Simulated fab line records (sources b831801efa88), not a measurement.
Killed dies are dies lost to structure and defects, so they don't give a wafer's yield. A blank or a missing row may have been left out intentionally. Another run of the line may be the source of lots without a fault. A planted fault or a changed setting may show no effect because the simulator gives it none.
Struck lot and sound lot, side by side -- flow gf180mcu -- 22 out of 602 route steps
Sound: wafers L167.3, L167.5, L167.6. Wafers struck: L166.1, L166.4, L166.6. Last of all comes the cause.
Order at every step that has rows: each side's tool, ch and its chambers, its first start. Under that, the readings that differ: sound wafers -- struck wafers -- difference of the means -- sigmas: that difference in standard deviations of wafers without a fault.
alike: words and numbers the same on both sides, and readings whose means are apart by under 2 such deviations; not compared: readings that were withheld, readings missing a value for some wafer, numbers with overlapping values and no deviation given by the record, and bounds like >300 which may hide the same value.
Wherever a step has rows on one side only, a row that says differs or no value, or a row with sigmas, the two part there. Numbers that have no deviation but don't overlap get no sigmas and don't part them. Lack of a reading on every wafer of one side parts them only where that side has two or more wafers.

first, 6 steps without rows for these wafers: GF_VT_IMPLANT_HMDS_12 (prime time 60 s); GF_VT_IMPLANT_COAT_13 (resist thk 1000 nm); GF_VT_IMPLANT_SOFTBAKE_14 (time 60 s); GF_VT_IMPLANT_EXPOSE_15 (exposes mask Nwell LV AREA, target cd 860 nm); GF_VT_IMPLANT_PEB_16; GF_VT_IMPLANT_DEVELOP_17 (develop time 60 s).
GF_VT_IMPLANT_OVL_MEAS_18:
  sound: overlay-01 at day 9 11:06; struck: overlay-02 at day 9 00:56
  alike: VT_IMPLANT_01_OVL
after that, 1 step had no rows for these wafers: GF_VT_IMPLANT_IMPLANT_19.
GF_VT_IMPLANT_STRIP_20: strips in O2/N2.
  sound on plasma-asher-02 ch 0,1, day 9 11:19; struck on plasma-asher-02 ch 0,1, day 9 01:07
reading,sound,struck,difference,sigmas
strip-time-to-endpoint-s (s),12.63 12.64 12.59,12.68 12.71 12.71,+0.08,+3
  alike: drypump-motor-current-A, heater-power-w, oes-product-au, platen-temp-c
  not compared: rf-hours-counter-h
GF_VT_IMPLANT_TW_MEAS_21:
  sound: film-metro-03 at day 9 11:23; struck: film-metro-03 at day 9 01:13
  alike: VT_IMPLANT_2_TW
then, 2 steps without rows for these wafers: GF_VT_IMPLANT_DEHYDRATE_22 (time 60 s); GF_VT_IMPLANT_HMDS_23 (prime time 60 s).
GF_VT_IMPLANT_COAT_24: resist thk 1000 nm.
  sound on litho-track-04 ch 0, day 9 18:56; struck on litho-track-03 ch 0, day 9 09:30
reading,sound,struck,difference,sigmas
spin-speed-rpm (rpm),3000.4 3002.5 3002.3,2943.6 2943.5 2945.6,-57.5,-27
model.NOVOLAK_of_VT_IMPLANT_COAT_24.thk-nm (nm),1003 1006 1007,1010 1012 1009,+5,
then, 3 steps without rows for these wafers: GF_VT_IMPLANT_SOFTBAKE_25 (time 60 s); GF_VT_IMPLANT_EXPOSE_26 (exposes mask LVPWELL HV AREA, target cd 860 nm); GF_VT_IMPLANT_PEB_27.
GF_VT_IMPLANT_DEVELOP_28: develop time 60 s.
  sound on litho-track-04 ch 0, day 10 03:14; struck on litho-track-03 ch 0, day 9 17:48
reading,sound,struck,difference,sigmas
model.NOVOLAK_of_VT_IMPLANT_COAT_24.thk-nm (nm),1003 1006 1006,1010 1011 1009,+5,
GF_VT_IMPLANT_OVL_MEAS_29:
  sound: overlay-02 at day 10 03:21; struck: overlay-02 at day 9 17:57
  alike: VT_IMPLANT_02_OVL
after that, 1 step had no rows for these wafers: GF_VT_IMPLANT_IMPLANT_30.
GF_VT_IMPLANT_STRIP_31: strips in O2/N2.
  sound on plasma-asher-03 ch 0,1, day 10 03:34; struck on plasma-asher-03 ch 1, day 9 18:08
  alike: drypump-motor-current-A, heater-power-w, oes-product-au, platen-temp-c, strip-time-to-endpoint-s
  not compared: rf-hours-counter-h
GF_VT_IMPLANT_TW_MEAS_32:
  sound: film-metro-03 at day 10 03:38; struck: film-metro-02 at day 9 18:14
reading,sound,struck,difference,sigmas
VT_IMPLANT_3_TW,271.3 272.8 271.2,263.8 265.9 265.8,-6.6,-2
-- here the record skips 23 days between the struck wafers' starts before and after, leaving off in module VT_IMPLANT and picking up in module PASSIVATION (first step shown: number 602 of the route) --
GF_PASSIVATION_PROBE_99:
  only the struck wafers here have rows in the record (prober-01, day 32 09:43); the sound ones have none

## WHERE THEY PART
At GF_VT_IMPLANT_STRIP_20 first; at GF_PASSIVATION_PROBE_99 last (within this record only).

WHY: what the simulator had put in
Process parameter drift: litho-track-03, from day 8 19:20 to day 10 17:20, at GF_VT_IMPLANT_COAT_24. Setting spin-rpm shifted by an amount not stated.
